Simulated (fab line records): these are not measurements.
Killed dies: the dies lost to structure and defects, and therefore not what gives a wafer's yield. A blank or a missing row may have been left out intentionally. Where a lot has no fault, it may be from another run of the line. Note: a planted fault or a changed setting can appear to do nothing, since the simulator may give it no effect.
fab line records | flow gf180mcu
[record] lots = 12 wafers = 36 last_day = 34
route steps=602 shown VT_IMPLANT@99 SALICIDE@280 M1@330
lots with no fault: from the same line, run without faults
start_h: the number of hours between the record's first day and the start of the first shown wafer of the lot | wait_h: hours from the lot's prior step to this one | " the same as in the row above | L1.1+2: one row covering several wafers at once | - no value present, or no start provided | * or withheld: withheld | < > ~ a bound
route shown NAME@n: NAME is a module with steps in the file, n the number in the route of the first one | usual: mean/standard deviation taken from wafers without a fault | same: alike in all rows | chamber/n: place in a boat | sites: readings site by site | _std_site: standard deviation across them | _edge_site: mean of outer sites minus mean of inner sites | radius_mm: how far each site lies from the wafer's centre | mask NAME#n: copy n | behind: the tool/chamber that last shaped the wafer | hold: why the lot went on hold/how many hours it stayed there/how the hold came to an end | device: transistor that didn't switch, given as n, p or np | end of line: the tests these same wafers got at the end of their route | a step given without rows: its recipe and nothing more | killed: the dies lost at the first sort to structure and to defects; this is not the yield of the wafer | map: a wafer's dies, marking killed ones x, the rest . and places with no die _
set.NAME: the run value of the setting; set.NAME@STEP: its run value at that earlier step | model.NAME: the simulator's own value behind a step, which no gauge read
the route's steps for a sample of lots (tables are steps, rows are wafers)
services: a tool's chamber out of use, with start hour (start_h, from the record's first day; less than 0 if before it), hours out, and reason
[[steps]]
[step GF_VT_IMPLANT_STRIP_09]
[recipe] chemistry = O2/N2 power_w = 1400 pressure_mtorr = 1500 platen_temp_c = 250 o2_flow_sccm = 3000 n2_flow_sccm = 300 overash_fraction = 0.5
[usual] drypump_motor_current_A = 5.74/0.21 heater_power_w = 346/14 oes_product_au = 0.716/0.0046 strip_time_to_endpoint_s = 12.640/0.029
// columns lot.wafer tool chamber start_h wait_h drypump_motor_current_A heater_power_w oes_product_au rf_hours_counter_h strip_time_to_endpoint_s
L236.1 plasma_asher-04 0 118.68 0.1 5.93 359 0.721 33 12.599
L236.2 " 1 " " 5.43 360 0.716 33 12.619
L236.5 " 1 " " 5.45 363 0.711 - 12.597
L237.1 plasma_asher-03 0 123.40 0.1 5.81 344 0.713 50 12.617
L237.3 " 0 " " 5.82 342 0.714 - 12.635
L237.5 " 0 " " 5.87 337 0.716 - 12.608
L238.2 plasma_asher-01 0 129.65 0.1 6.00 332 0.712 45 12.605
L238.3 " 0 " " 6.00 327 0.710 - 12.655
L238.6 " 0 " " 6.00 326 0.713 - 12.648
L239.1 plasma_asher-01 1 135.15 0.1 5.61 347 0.717 46 12.618
L239.3 " 0 " " 5.98 330 0.714 - 12.598
L239.6 " 1 " " 5.60 348 0.714 - 12.602
L240.1 plasma_asher-01 0 139.80 0.1 5.98 333 0.716 47 12.678
L240.2 " 1 " " 5.59 344 0.722 47 12.652
L240.6 " 0 " " 6.00 330 0.721 - 12.666
L243.1 plasma_asher-01 1 163.00 0.1 5.59 336 0.721 49 12.691
L243.4 " 0 " " 6.02 340 0.718 - 12.709
L243.6 " 0 " " 5.99 330 0.718 - 12.670
L244.2 plasma_asher-04 0 166.95 0.1 5.93 355 0.720 37 12.657
L244.3 " 0 " " 5.94 359 0.703 - 12.632
L244.6 " 0 " " 5.93 365 0.708 - 12.633
L248.1 plasma_asher-01 1 190.45 0.1 5.59 344 0.715 51 12.637
L248.3 " 0 " " 5.99 334 0.726 - 12.647
L248.4 " 1 " " 5.61 342 0.719 - 12.671
L250.1 plasma_asher-04 0 205.33 0.1 5.95 355 0.714 41 12.667
L250.4 " 1 " " 5.45 358 0.705 - 12.697
L250.5 " 1 " " 5.49 363 0.715 - 12.677
L255.3 plasma_asher-04 1 237.98 0.1 5.47 368 0.716 - 12.680
L255.4 " 0 " " 5.94 352 0.724 - 12.652
L255.6 " 0 " " 5.96 360 0.713 - 12.622
L256.2 plasma_asher-03 1 249.03 0.1 5.56 327 0.720 62 12.606
L256.3 " 0 " " 5.87 336 0.717 - 12.611
L256.6 " 0 " " 5.82 338 0.718 - 12.615
L258.1 plasma_asher-04 0 254.95 0.1 5.92 365 0.714 49 12.648
L258.4 " 1 " " 5.44 367 0.722 - 12.653
L258.6 " 1 " " 5.50 358 0.718 - 12.622
[step GF_SALICIDE_SPUTTER_02]
[recipe] material = Co target_thk_nm = 10 power_w = 1000 time_s = 20 chamber_pressure_pa = 0.4
[usual] throttle_valve_pct = 30.5/1.1
// columns lot.wafer tool chamber start_h wait_h throttle_valve_pct
L236.1 pvd_sputter-01 - 352.85 0.0 29.9
L236.2 " - " " 28.2
L236.5 " - " " 28.4
L237.1 pvd_sputter-01 - 358.81 0.0 28.3
L237.3 " - " " 30.8
L237.5 " - " " 30.8
L238.2 pvd_sputter-02 - 369.68 0.0 32.9
L238.3 " - " " 30.5
L238.6 " - " " 31.2
L239.1 pvd_sputter-02 - 376.67 0.0 31.3
L239.3 " - " " 32.9
L239.6 " - " " 30.8
L240.1 pvd_sputter-02 - 383.21 0.0 31.2
L240.2 " - " " 33.0
L240.6 " - " " 31.0
L243.1 pvd_sputter-01 - 416.75 0.0 29.9
L243.4 " - " " 28.4
L243.6 " - " " 30.6
L244.2 pvd_sputter-02 - 425.59 0.0 30.6
L244.3 " - " " 33.1
L244.6 " - " " 32.7
L248.1 pvd_sputter-01 - 454.43 0.0 30.4
L248.3 " - " " 29.9
L248.4 " - " " 30.2
L250.1 pvd_sputter-01 - 474.01 0.0 30.4
L250.4 " - " " 30.4
L250.5 " - " " 29.8
L255.3 pvd_sputter-02 - 515.23 0.0 30.6
L255.4 " - " " 32.9
L255.6 " - " " 30.9
L256.2 pvd_sputter-04 - 530.83 0.0 29.3
L256.3 " - " " 29.8
L256.6 " - " " 30.0
L258.1 pvd_sputter-02 - 538.38 0.0 30.7
L258.4 " - " " 32.9
L258.6 " - " " 30.5
[step GF_SALICIDE_RS_MEAS_04]
[recipe] thk_meas_gauge = four-point-probe reads = TiN_of_SALICIDE_SPUTTER_03+Co_of_SALICIDE_SPUTTER_02
[usual] SALICIDE_TIN_RS = 16.3/0.32
// columns lot.wafer tool chamber start_h wait_h SALICIDE_TIN_RS[ohm/sq]
L236.1 film_metro-01 - 352.91 0.0 16.1
L236.2 " - " " 16.0
L236.5 " - " " 16.3
L237.1 film_metro-03 - 358.86 0.0 16.0
L237.3 " - " " 16.0
L237.5 " - " " 16.0
L238.2 film_metro-02 - 369.75 0.0 16.1
L238.3 " - " " 16.5
L238.6 " - " " 16.2
L239.1 film_metro-03 - 376.72 0.0 15.9
L239.3 " - " " 16.0
L239.6 " - " " 15.8
L240.1 film_metro-01 - 383.27 0.0 16.0
L240.2 " - " " 15.9
L240.6 " - " " 16.0
L243.1 film_metro-03 - 416.81 0.0 16.0
L243.4 " - " " 16.3
L243.6 " - " " 16.5
L244.2 film_metro-03 - 425.66 0.0 15.9
L244.3 " - " " 16.0
L244.6 " - " " 15.9
L248.1 film_metro-01 - 454.48 0.0 17.7
L248.3 " - " " 17.6
L248.4 " - " " 17.4
L250.1 film_metro-02 - 474.06 0.0 17.0
L250.4 " - " " 17.4
L250.5 " - " " 17.0
L255.3 film_metro-02 - 515.32 0.1 16.6
L255.4 " - " " 16.5
L255.6 " - " " 16.8
L256.2 film_metro-01 - 530.90 0.0 16.4
L256.3 " - " " 16.8
L256.6 " - " " 16.3
L258.1 film_metro-02 - 538.43 0.0 17.1
L258.4 " - " " 16.8
L258.6 " - " " 17.0
[step GF_M1_OVL_MEAS_15]
[usual] M1_OVL = 0/5.1
// columns lot.wafer tool chamber start_h wait_h M1_OVL[nm]
L236.1 overlay-01 - 401.81 0.1 -11
L236.2 " - " " -3
L236.5 " - " " -6
L237.1 overlay-01 - 406.72 0.1 6
L237.3 " - " " 7
L237.5 " - " " 5
L238.2 overlay-01 - 418.66 0.1 -4
L238.3 " - " " 4
L238.6 " - " " -2
L239.1 overlay-01 - 425.86 0.1 4
L239.3 " - " " 1
L239.6 " - " " -1
L240.1 overlay-01 - 434.13 0.1 -2
L240.2 " - " " 2
L240.6 " - " " 8
L243.1 overlay-02 - 468.31 0.1 -15
L243.4 " - " " -2
L243.6 " - " " -6
L244.2 overlay-01 - 477.06 0.1 8
L244.3 " - " " -1
L244.6 " - " " -3
L248.1 overlay-01 - 505.03 0.1 7
L248.3 " - " " 9
L248.4 " - " " 3
L250.1 overlay-01 - 523.58 0.1 -3
L250.4 " - " " -3
L250.5 " - " " -2
L255.3 overlay-02 - 562.72 0.1 6
L255.4 " - " " 7
L255.6 " - " " 1
L256.2 overlay-01 - 578.91 0.1 6
L256.3 " - " " 2
L256.6 " - " " -5
L258.1 overlay-02 - 585.57 0.1 7
L258.4 " - " " 1
L258.6 " - " " 9
[step GF_M1_METAL_ETCH_16]
[recipe] chemistry = Cl2/BCl3 mask_material = KrF target_depth_nm = 627.5 stop_on = SiO2 pressure_mtorr = 8 icp_w = 800 bias_w = 140 Cl2_flow_sccm = 80 bcl3_flow_sccm = 40 time_s = 104.6
[usual] bcl3_flow_sccm = 39.99/0.12 drypump_motor_current_A = 5.51/0.3 oes_product_au = 0.971/0.0057 throttle_valve_pct = 28.251/0.01
[same] time_s = 104.6
// columns lot.wafer tool chamber start_h wait_h bcl3_flow_sccm drypump_motor_current_A oes_product_au rf_hours_counter_h throttle_valve_pct
L236.1 rie_metal-03 1 401.84 0.0 39.69 5.60 0.960 8.2 28.252
L236.2 " 0 " " 39.85 5.70 0.971 5.9 28.257
L236.5 " 1 " " 39.99 5.60 0.976 - 28.248
L237.1 rie_metal-01 1 406.76 0.0 39.88 5.96 0.974 3.9 28.254
L237.3 " 0 " " 39.90 5.23 0.965 - 28.232
L237.5 " 0 " " 39.91 5.20 0.966 - 28.247
L238.2 rie_metal-01 1 418.69 0.0 40.03 5.94 0.967 4.2 28.263
L238.3 " 0 " " 39.74 5.22 0.963 - 28.274
L238.6 " 1 " " 39.96 5.98 0.960 - 28.264
L239.1 rie_metal-04 1 425.89 0.0 40.13 5.16 0.967 1.2 28.255
L239.3 " 1 " " 40.03 5.16 0.978 - 28.258
L239.6 " 0 " " 39.99 5.45 0.974 - 28.243
L240.1 rie_metal-01 0 434.17 0.0 39.97 5.20 0.984 2.1 28.246
L240.2 " 1 " " 40.06 5.94 0.981 4.4 28.235
L240.6 " 0 " " 39.83 5.21 0.970 - 28.246
L243.1 rie_metal-04 1 468.34 0.0 39.92 5.14 0.966 2.1 28.263
L243.4 " 0 " " 40.01 5.46 0.967 - 28.260
L243.6 " 1 " " 39.92 5.14 0.972 - 28.270
L244.2 rie_metal-03 0 477.13 0.1 39.91 5.70 0.968 - 28.236
L244.3 " 0 " " 40.00 5.70 0.970 - 28.244
L244.6 " 0 " " 39.71 5.70 0.964 - 28.259
L248.1 rie_metal-03 0 505.07 0.0 39.93 5.67 0.964 8.2 28.244
L248.3 " 0 " " 40.03 5.68 0.959 - 28.249
L248.4 " 1 " " 39.96 5.59 0.979 - 28.260
L250.1 rie_metal-01 0 523.62 0.0 40.04 5.24 0.967 4.1 28.257
L250.4 " 0 " " 40.01 5.22 0.970 - 28.255
L250.5 " 0 " " 40.00 5.23 0.975 - 28.239
L255.3 rie_metal-03 0 562.82 0.1 40.05 5.71 0.969 - 28.253
L255.4 " 0 " " 39.92 5.72 0.969 - 28.258
L255.6 " 0 " " 39.99 5.70 0.972 - 28.262
L256.2 rie_metal-03 0 578.94 0.0 39.85 5.71 0.975 10.1 28.244
L256.3 " 0 " " 40.03 5.71 0.964 - 28.249
L256.6 " 1 " " 40.04 5.58 0.971 - 28.252
L258.1 rie_metal-01 1 585.61 0.0 39.83 5.94 0.968 8.4 28.256
L258.4 " 0 " " 40.12 5.23 0.968 - 28.245
L258.6 " 1 " " 39.87 5.93 0.976 - 28.254
[[services]]
// columns tool chamber start_h hours kind
plasma_asher-04 - 129.20 1.0 repair
rie_metal-01 - 162.85 15.6 pm
rie_metal-01 - 191.15 0.2 repair
plasma_asher-03 - 234.39 14.6 pm
plasma_asher-01 - 260.75 1.5 repair
rie_metal-03 0 265.65 8.3 repair
pvd_sputter-02 - 272.41 1.4 repair
pvd_sputter-02 - 279.63 4.4 repair
plasma_asher-01 - 310.41 4.3 repair
rie_metal-03 1 311.32 4.2 repair
rie_metal-01 0 320.09 27.0 repair
rie_metal-03 - 328.57 2.8 pm
plasma_asher-01 - 402.89 4.3 repair
pvd_sputter-01 - 456.39 1.3 repair
pvd_sputter-02 - 457.59 5.3 repair
plasma_asher-01 - 469.80 0.8 repair
rie_metal-03 1 470.26 12.0 repair
pvd_sputter-02 - 470.42 1.7 repair
rie_metal-03 - 519.26 1.5 repair
rie_metal-03 - 521.45 0.1 repair
rie_metal-03 0 536.30 10.7 repair
rie_metal-01 1 552.42 3.6 repair
pvd_sputter-02 - 557.46 0.6 repair
pvd_sputter-01 - 577.60 3.2 repair
[[key]]
[first_sign] step = GF_SALICIDE_RS_MEAS_04 reading = SALICIDE_TIN_RS direction = up sigmas = 3.4 usual = 16.3 struck = 17.4
effect none on later readings
met_at GF_SALICIDE_SPUTTER_02
struck_lots L248,L250
tester_left_out L248,L250
not_acting_at GF_VT_IMPLANT_STRIP_09,GF_M1_OVL_MEAS_15,GF_M1_METAL_ETCH_16
onset_between 416.75 454.43
[fault] kind = process_parameter_drift tool = pvd_sputter-01 chamber = - onset_h = 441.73 steps = GF_SALICIDE_SPUTTER_02 channel = time_s offset = * shape = step end_h = 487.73 acts_in = * stated = *
// tester_left_out: of these lots the tester's yield and bins aren't shown, on N5 and GAA mostly nor the transistor test; their killed dies are dies lost to structure and defects alone, not to doping, threshold or leakage, so they don't give the yield
